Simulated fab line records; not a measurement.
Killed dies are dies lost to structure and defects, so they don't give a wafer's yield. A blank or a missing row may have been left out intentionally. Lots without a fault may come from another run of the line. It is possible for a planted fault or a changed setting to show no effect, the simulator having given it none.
Problem report, 8D (eight disciplines) form, completed by code -- flow gf180mcu -- the parts of the form that need people (team, actions taken, sign-off) are left out

1. PROBLEM STATEMENT
Mean of spinSpeedRpm at GF_PSD_COAT_02: 3199.9 rpm across 6 wafers in 2 lots; on wafers with no fault it is 3000.1 rpm (standard deviation 2.2). Relative to the usual mean, that is a shift of +91 standard deviations.
The step: resist thk 1000 nm.
First seen on wafer L543.3, day 16 11:37, on lithoTrack-04. The record has a number at this step for 36 wafers belonging to 12 lots. By rule, "out" or "out of limits" means more than 4 standard deviations away from the usual mean. The other wafers with a number count as sound.

2. WHAT THIS IS AND IS NOT
question,is,is not
which readings at this step,spinSpeedRpm,-
which lots,"L543, L545","L535, L536, L537, L538, L539, L552, L553, L554, L555, L558"
which wafers of those lots,all that have a number,-
read on which tools,lithoTrack-04,"lithoTrack-01, lithoTrack-02"
when,from day 16 11:37,"up to then (15 sound wafers); but 15 sound wafers of L552, L553, L554, L555, L558 came after"

3. WHAT RULES OUT EACH SUSPECT
Counting: a tool stays on the suspect list if, at a process step up to the reading, it processed all lots that are out and no sound lot following the first of them.
- lithoTrack-04 at GF_PSD_COAT_02 (resist thk 1000 nm): ruled out as a lasting fault. After its first lot that is out, L543 (day 16 11:37), sound lots L553, L554, L555, L558 ran on it.
Left after counting: nothing in the record.

4. THE CAUSE (what the simulator had put in)
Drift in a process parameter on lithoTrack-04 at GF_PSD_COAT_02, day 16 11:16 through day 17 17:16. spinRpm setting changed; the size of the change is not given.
Counting ruled it out, wrongly.

5. THE EFFECT CHAIN, in route order
Each row: a reading whose mean over the struck wafers that have a number lies more than 3 standard deviations from the usual. Only readings whose record carries a usual standard deviation are examined. hours: median over the lots of the time between each lot's start at the first step of this table that gives one and its start at this step. sigmas: the change, counted in usual standard deviations.
hours,step,reading,usual,on struck wafers,change,sigmas
0,GF_PSD_COAT_02,spinSpeedRpm,3000.1 rpm,3199.9,+199.8,+91
12,GF_PSD_STRIP_10,stripTimeToEndpointS,16.54 s,16.14,-0.40,-9.8
Here are the process steps it includes:
- GF_PSD_COAT_02: resist thk 1000 nm.
- GF_PSD_STRIP_10: strips in O2/N2.

6. HOW IT WOULD HAVE BEEN CAUGHT EARLIER
First out-of-limits reading in this record: day 16 11:37, which is 0 hours after fault onset at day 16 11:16.
